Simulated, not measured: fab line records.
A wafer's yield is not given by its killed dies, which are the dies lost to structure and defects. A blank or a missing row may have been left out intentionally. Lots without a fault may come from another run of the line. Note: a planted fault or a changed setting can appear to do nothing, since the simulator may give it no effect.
Chamber matching | flow gf180mcu | 4 sister chambers for GF_V1_CMP_26 on cmp-02
The step polishes, stops on SiO2, t overpolish 15 s, target thk 0 nm. 14 wafers are shown with their chamber, then 7 later ones without.

## WAFERS PAIRED WITH THEIR CHAMBERS
wafer  | chamber | motorCurrentA (A) | timeToEndpointS (s) | overpolishRunS (s)
L074.2 | 3       | 10.9              | 85                  | 14.996
L074.3 | 2       | 10.6              | 85                  | 15.008
L074.5 | 1       | 12.2              | 88                  | 15.011
L078.2 | 2       | 10.7              | 88                  | 14.996
L078.4 | 3       | 10.0              | 88                  | 15.006
L078.6 | 2       | 10.1              | 90                  | 15.006
L079.1 | 1       | 12.5              | 89                  | 14.992
L079.3 | 2       | 11.0              | 85                  | 14.998
L079.4 | 0       | 10.8              | 88                  | 14.994
L082.1 | 1       | 12.2              | 87                  | 15.005
L082.3 | 0       | 11.4              | 87                  | 15.006
L082.4 | 2       | 10.4              | 85                  | 15.010
L083.1 | 1       | 12.1              | 84                  | 14.996
L083.4 | 3       | 10.3              | 82                  | 14.999

SIGNATURES, as means of the wafers listed above
reading         | chamber 0 | chamber 1 | chamber 2 | chamber 3 | scatter within a chamber
motorCurrentA   | 11.100    | 12.250    | 10.560    | 10.400    | 0.338
timeToEndpointS | 87.50     | 87.00     | 86.60     | 85.00     | 2.32
overpolishRunS  | 15.00000  | 15.00100  | 15.00360  | 15.00033  | 0.00708
Rule: a wafer's distance from a chamber is the root of the sum, over the readings, of the square of ((its reading less the chamber's mean) divided by the reading's scatter). The wafer belongs to the nearest chamber; if the next one is less than 2 further off, it can't be placed. The scatter: take each reading less its chamber's mean, square it, sum over the shown wafers, divide by the number of wafers less the number of chambers, and take the root.

## WAFERS WITH NO CHAMBER GIVEN
wafer  | motorCurrentA (A) | timeToEndpointS (s) | overpolishRunS (s)
L083.5 | 10.3              | 80                  | 15.004
L085.2 | 11.4              | 79                  | 14.991
L085.5 | 10.9              | 83                  | 14.987
L085.6 | 12.6              | 87                  | 14.997
L091.3 | 11.2              | 91                  | 14.996
L091.4 | 10.7              | 79                  | 15.011
L091.6 | 10.4              | 85                  | 15.001

## CHAMBER TAKEN BY EACH
wafer  | from the rows above               | in truth
L083.5 | can't be placed: 3 or 2 or 0      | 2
L085.2 | can't be placed: 0 or 3 or 2 or 1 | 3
L085.5 | can't be placed: 3 or 0 or 2      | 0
L085.6 | 1                                 | 1
L091.3 | can't be placed: 0 or 2 or 3 or 1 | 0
L091.4 | can't be placed: 3 or 2 or 0      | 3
L091.6 | can't be placed: 3 or 2           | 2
Placed correctly: 1 of 7. Cannot be placed on the basis of these rows: 6; the candidates contain the true chamber in 6. 0 placed wrongly.
